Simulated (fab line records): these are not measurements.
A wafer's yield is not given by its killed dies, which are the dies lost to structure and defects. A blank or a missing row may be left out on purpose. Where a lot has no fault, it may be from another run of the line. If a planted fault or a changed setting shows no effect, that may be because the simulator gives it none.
The tool behind it: which one? | flow sky130 | 24 lots with 72 wafers sampled at 6 steps, on a route of 708 steps

== WHAT THE GAUGES SHOWED, per wafer ==
SKY_CAP2M_THK_MEAS_01.
lot  | measured     | on            | CAP2M_CVD_00_THK (nm)
L074 | day 39 15:10 | film_metro-03 | 15.63 15.36 15.67
L075 | day 39 18:49 | film_metro-04 | 15.40 15.58 15.29
L076 | day 40 09:32 | film_metro-04 | 15.27 15.77 15.54
L077 | day 40 22:49 | film_metro-04 | 15.14 15.77 15.56
L079 | day 41 12:32 | film_metro-04 | 15.45 15.97 15.51
L078 | day 41 14:02 | film_metro-01 | 15.50 15.30 15.74
L080 | day 41 23:20 | film_metro-04 | 15.68 15.95 15.53
L081 | day 42 07:55 | film_metro-03 | 15.36 15.29 15.43
L082 | day 42 08:12 | film_metro-03 | 15.19 15.68 15.70
L083 | day 42 09:10 | film_metro-03 | 15.99 15.95 15.78
L084 | day 42 17:53 | film_metro-01 | 15.39 15.06 15.17
L085 | day 43 02:23 | film_metro-01 | 15.10 15.12 15.45
L086 | day 43 08:17 | film_metro-03 | 15.12 15.63 15.49
L087 | day 43 20:25 | film_metro-04 | 15.36 15.59 15.38
L088 | day 43 21:13 | film_metro-04 | 15.07 15.52 15.47
L089 | day 44 04:32 | film_metro-03 | 15.09 15.59 15.53
L090 | day 44 12:40 | film_metro-01 | 15.36 15.87 15.52
L092 | day 45 03:49 | film_metro-01 | 15.72 15.51 15.91
L091 | day 45 08:58 | film_metro-04 | 15.43 15.77 15.61
L093 | day 45 10:31 | film_metro-03 | 15.10 15.11 15.98
L094 | day 45 10:53 | film_metro-04 | 15.02 15.65 15.37
L095 | day 45 19:24 | film_metro-04 | 15.51 15.22 15.09
L096 | day 45 21:51 | film_metro-04 | 15.09 15.76 15.34
L097 | day 46 01:16 | film_metro-01 | 15.16 15.62 15.83

SKY_CAP2M_THK_MEAS_04: measures by xrf.
lot  | measured     | on            | CAP2M_TIN_THK (nm)
L074 | day 39 15:28 | film_metro-04 | 197.8 197.8 197.8
L075 | day 39 19:05 | film_metro-01 | 200.1 200.0 199.2
L076 | day 40 09:49 | film_metro-01 | 202.5 202.3 201.2
L077 | day 40 23:05 | film_metro-04 | 198.2 196.9 195.2
L079 | day 41 12:50 | film_metro-01 | 199.6 199.4 199.9
L078 | day 41 14:20 | film_metro-01 | 202.9 199.5 201.1
L080 | day 41 23:37 | film_metro-03 | 203.5 199.6 201.3
L081 | day 42 08:13 | film_metro-01 | 202.7 201.9 201.5
L082 | day 42 08:29 | film_metro-03 | 199.4 201.3 200.8
L083 | day 42 09:27 | film_metro-04 | 201.0 198.0 199.1
L084 | day 42 18:10 | film_metro-04 | 193.6 196.2 196.1
L085 | day 43 02:40 | film_metro-04 | 199.6 198.3 199.5
L086 | day 43 08:35 | film_metro-01 | 197.6 198.6 197.9
L087 | day 43 20:43 | film_metro-03 | 201.1 201.3 201.0
L088 | day 43 21:31 | film_metro-03 | 202.1 200.4 199.4
L089 | day 44 04:49 | film_metro-03 | 199.3 201.0 199.5
L090 | day 44 12:57 | film_metro-03 | 200.5 200.0 196.1
L092 | day 45 04:06 | film_metro-03 | 198.4 198.0 198.6
L091 | day 45 09:16 | film_metro-03 | 200.8 198.1 197.5
L093 | day 45 10:49 | film_metro-01 | 202.0 201.9 203.0
L094 | day 45 11:11 | film_metro-03 | 199.4 199.7 200.8
L095 | day 45 19:41 | film_metro-03 | 201.3 201.8 201.7
L096 | day 45 22:08 | film_metro-01 | 201.3 198.0 198.4
L097 | day 46 01:34 | film_metro-01 | 199.7 200.4 199.2

SKY_VIA4_OVL_MEAS_11.
lot  | measured     | on         | VIA4_OVL (nm)
L074 | day 42 17:17 | overlay-01 | 0.8 1.7 3.2
L075 | day 42 20:11 | overlay-01 | 0.9 0.9 1.2
L076 | day 43 09:50 | overlay-01 | 2.5 3.9 4.3
L077 | day 43 23:03 | overlay-01 | 4.0 2.9 4.4
L079 | day 44 12:00 | overlay-02 | -1.5 -0.2 -0.9
L078 | day 44 13:04 | overlay-02 | -0.5 -1.5 -0.4
L080 | day 44 22:09 | overlay-01 | 0.4 0.8 -0.8
L081 | day 45 04:06 | overlay-01 | 0.7 0.4 -1.0
L082 | day 45 05:50 | overlay-02 | 2.4 2.7 1.5
L083 | day 45 06:08 | overlay-01 | -0.3 -0.7 0.2
L084 | day 45 13:06 | overlay-01 | 1.4 2.7 2.5
L085 | day 45 21:26 | overlay-02 | 0.2 -0.7 -2.9
L086 | day 46 03:23 | overlay-02 | -1.3 0.1 -2.3
L087 | day 46 14:14 | overlay-01 | 1.4 2.8 1.6
L088 | day 46 14:50 | overlay-01 | 1.7 1.9 -1.3
L089 | day 46 23:00 | overlay-02 | 0.5 0.9 -0.5
L090 | day 47 06:06 | overlay-02 | 1.9 -1.5 0.9
L092 | day 47 18:57 | overlay-01 | 0.5 0.4 -1.9
L091 | day 47 23:39 | overlay-01 | -0.1 1.0 2.8
L093 | day 48 01:42 | overlay-02 | -0.5 -1.2 -0.7
L094 | day 48 02:08 | overlay-02 | -2.6 0.0 -0.6
L095 | day 48 08:41 | overlay-02 | 1.5 0.9 2.1
L096 | day 48 11:53 | overlay-02 | -1.8 -0.4 -2.8
L097 | day 48 14:50 | overlay-01 | -0.4 0.7 -0.3

== WHICH TOOL RAN EACH LOT (tool, then ch and the chambers of the sampled wafers, then the start) ==
lot  | SKY_METAL1_SPUTTER_01        | SKY_VIA1_ETCH_15                   | SKY_VIA2_ETCH_15
L074 | pvd_sputter-02, day 31 12:25 | rie_diel-04 ch 1,2,3, day 33 20:53 | rie_diel-04 ch 0,1,2, day 36 05:14
L075 | pvd_sputter-02, day 31 14:29 | rie_diel-02 ch 0,3, day 33 23:06   | rie_diel-02 ch 0,2,3, day 36 07:56
L076 | pvd_sputter-02, day 32 10:24 | rie_diel-02 ch 0,2, day 34 17:53   | rie_diel-04 ch 0,1,3, day 37 00:32
L077 | pvd_sputter-04, day 32 23:34 | rie_diel-02 ch 1,2,3, day 35 07:08 | rie_diel-04 ch 0,2, day 37 13:47
L079 | pvd_sputter-04, day 33 14:25 | rie_diel-04 ch 0,1,2, day 35 21:08 | rie_diel-03 ch 1,2, day 38 03:59
L078 | pvd_sputter-04, day 33 16:09 | rie_diel-02 ch 0,3, day 35 23:23   | rie_diel-03 ch 1,2, day 38 06:08
L080 | pvd_sputter-04, day 34 01:19 | rie_diel-01 ch 0,1,3, day 36 08:47 | rie_diel-03 ch 1,2, day 38 15:52
L081 | pvd_sputter-04, day 34 08:39 | rie_diel-04 ch 1,2, day 36 16:20   | rie_diel-02 ch 0,3, day 38 21:53
L082 | pvd_sputter-04, day 34 09:48 | rie_diel-01 ch 1,3, day 36 16:41   | rie_diel-03 ch 1,2, day 38 23:57
L083 | pvd_sputter-04, day 34 10:53 | rie_diel-02 ch 0,3, day 36 16:50   | rie_diel-02 ch 0,1,3, day 39 00:02
L084 | pvd_sputter-04, day 34 22:57 | rie_diel-02 ch 0,2,3, day 37 06:17 | rie_diel-03 ch 1,2, day 39 12:26
L085 | pvd_sputter-01, day 35 09:11 | rie_diel-01 ch 0,1,3, day 37 15:50 | rie_diel-04 ch 0,1,3, day 39 21:35
L086 | pvd_sputter-01, day 35 14:53 | rie_diel-04 ch 0,2,3, day 37 19:53 | rie_diel-03 ch 1,3, day 40 01:37
L087 | pvd_sputter-02, day 36 06:50 | rie_diel-02 ch 0,1,3, day 38 11:53 | rie_diel-04 ch 0,1,2, day 40 16:53
L088 | pvd_sputter-04, day 36 08:22 | rie_diel-04 ch 1,3, day 38 13:38   | rie_diel-03 ch 0,2,3, day 40 18:20
L089 | pvd_sputter-04, day 36 14:55 | rie_diel-02 ch 1,2, day 38 19:48   | rie_diel-03 ch 1,2,3, day 41 01:08
L090 | pvd_sputter-02, day 37 00:37 | rie_diel-01 ch 0,1,3, day 39 05:17 | rie_diel-03 ch 1,2,3, day 41 09:32
L092 | pvd_sputter-04, day 37 18:55 | rie_diel-02 ch 1,2, day 39 23:09   | rie_diel-03 ch 0,1,3, day 42 02:28
L091 | pvd_sputter-02, day 37 23:54 | rie_diel-01 ch 0,1, day 40 04:38   | rie_diel-03 ch 1,2,3, day 42 07:56
L093 | pvd_sputter-01, day 38 00:13 | rie_diel-02 ch 0,1,2, day 40 04:59 | rie_diel-02 ch 2,3, day 42 08:28
L094 | pvd_sputter-02, day 38 02:01 | rie_diel-01 ch 0,1,2, day 40 06:08 | rie_diel-04 ch 1,2, day 42 09:05
L095 | pvd_sputter-01, day 38 11:34 | rie_diel-04 ch 0,2,3, day 40 15:56 | rie_diel-03 ch 1,2,3, day 42 18:34
L096 | pvd_sputter-04, day 38 16:01 | rie_diel-04 ch 0,1, day 40 19:36   | rie_diel-04 ch 0,2, day 42 21:10
L097 | pvd_sputter-02, day 38 20:05 | rie_diel-04 ch 0,1,3, day 40 23:20 | rie_diel-03 ch 0,1,2, day 43 01:38
- SKY_METAL1_SPUTTER_01: material TiN, target thk 20 nm, time 16.7 s.
- SKY_VIA1_ETCH_15: etches SiO2 in C4F8/O2/Ar, stops on TiN, target depth 351 nm, time 54 s.
- SKY_VIA2_ETCH_15: etches SiO2 in C4F8/O2/Ar, stops on TiN, target depth 546 nm, time 84 s.

== WHAT THE TOOLS THEMSELVES READ (means of the sampled wafers that have a number; where no wafer has one, the mark that the record gives instead) ==
SKY_METAL1_SPUTTER_01.
lot  | tool           | throttle_valve_pct (%)
L074 | pvd_sputter-02 | 29.1
L075 | pvd_sputter-02 | 29.2
L076 | pvd_sputter-02 | 29.1
L077 | pvd_sputter-04 | 31.1
L079 | pvd_sputter-04 | 30.5
L078 | pvd_sputter-04 | 30.6
L080 | pvd_sputter-04 | 30.7
L081 | pvd_sputter-04 | 30.7
L082 | pvd_sputter-04 | 31.0
L083 | pvd_sputter-04 | 30.6
L084 | pvd_sputter-04 | 31.1
L085 | pvd_sputter-01 | 30.1
L086 | pvd_sputter-01 | 30.1
L087 | pvd_sputter-02 | 29.1
L088 | pvd_sputter-04 | 30.6
L089 | pvd_sputter-04 | 30.0
L090 | pvd_sputter-02 | 29.0
L092 | pvd_sputter-04 | 31.0
L091 | pvd_sputter-02 | 29.1
L093 | pvd_sputter-01 | 30.9
L094 | pvd_sputter-02 | 29.0
L095 | pvd_sputter-01 | 30.3
L096 | pvd_sputter-04 | 31.1
L097 | pvd_sputter-02 | 29.2

SKY_VIA1_ETCH_15.
lot  | tool        | bias_w (W) | oes_product_au (a.u.)
L074 | rie_diel-04 | 1199       | 0.982
L075 | rie_diel-02 | 1198       | 0.982
L076 | rie_diel-02 | 1202       | 0.978
L077 | rie_diel-02 | 1199       | 0.977
L079 | rie_diel-04 | 1199       | 0.983
L078 | rie_diel-02 | 1198       | 0.981
L080 | rie_diel-01 | 1197       | 0.983
L081 | rie_diel-04 | 1195       | 0.978
L082 | rie_diel-01 | 1198       | 0.983
L083 | rie_diel-02 | 1205       | 0.978
L084 | rie_diel-02 | 1201       | 0.984
L085 | rie_diel-01 | 1202       | 0.986
L086 | rie_diel-04 | 1199       | 0.980
L087 | rie_diel-02 | 1205       | 0.981
L088 | rie_diel-04 | 1199       | 0.987
L089 | rie_diel-02 | 1201       | 0.977
L090 | rie_diel-01 | 1198       | 0.981
L092 | rie_diel-02 | 1202       | 0.980
L091 | rie_diel-01 | 1198       | 0.984
L093 | rie_diel-02 | 1200       | 0.982
L094 | rie_diel-01 | 1202       | 0.987
L095 | rie_diel-04 | 1200       | 0.988
L096 | rie_diel-04 | 1197       | 0.987
L097 | rie_diel-04 | 1200       | 0.987

SKY_VIA2_ETCH_15.
lot  | tool        | bias_w (W) | oes_product_au (a.u.)
L074 | rie_diel-04 | 1198       | 0.940
L075 | rie_diel-02 | 1203       | 0.939
L076 | rie_diel-04 | 1203       | 0.940
L077 | rie_diel-04 | 1206       | 0.940
L079 | rie_diel-03 | 1199       | 0.937
L078 | rie_diel-03 | 1203       | 0.935
L080 | rie_diel-03 | 1200       | 0.938
L081 | rie_diel-02 | 1201       | 0.942
L082 | rie_diel-03 | 1198       | 0.941
L083 | rie_diel-02 | 1198       | 0.937
L084 | rie_diel-03 | 1193       | 0.941
L085 | rie_diel-04 | 1203       | 0.936
L086 | rie_diel-03 | 1197       | 0.941
L087 | rie_diel-04 | 1198       | 0.940
L088 | rie_diel-03 | 1200       | 0.940
L089 | rie_diel-03 | 1198       | 0.941
L090 | rie_diel-03 | 1201       | 0.940
L092 | rie_diel-03 | 1200       | 0.936
L091 | rie_diel-03 | 1198       | 0.938
L093 | rie_diel-02 | 1200       | 0.935
L094 | rie_diel-04 | 1197       | 0.943
L095 | rie_diel-03 | 1200       | 0.944
L096 | rie_diel-04 | 1203       | 0.933
L097 | rie_diel-03 | 1199       | 0.937

== THE ANSWER, worked out from the rows above alone ==
Rule: the lots themselves supply what counts as usual. Put in order of their means at a reading, lots are off if they are a third of the lots or fewer, leave a main group of 4 or more, and stand apart from it by a gap of 3 or more times the standard deviation of the main group's means; of several such gaps the widest counts. The tables above print the reading to a certain number of digits; a main group whose means all agree to those digits is not used. A lot without any number at a reading at which 4 lots or more have one is off too. All remaining lots with rows at the step are treated as sound. The gauges are gone through in route order, then the tools' own readings, and for those a lot's mean is taken as printed above. The first step at which some lot is off is used, and at that step the reading that is off furthest; a lot without a number counts as furthest.
No lot is off on any of the readings shown, so nothing can be concluded from this.

== WHAT THE SIMULATOR PUT IN ==
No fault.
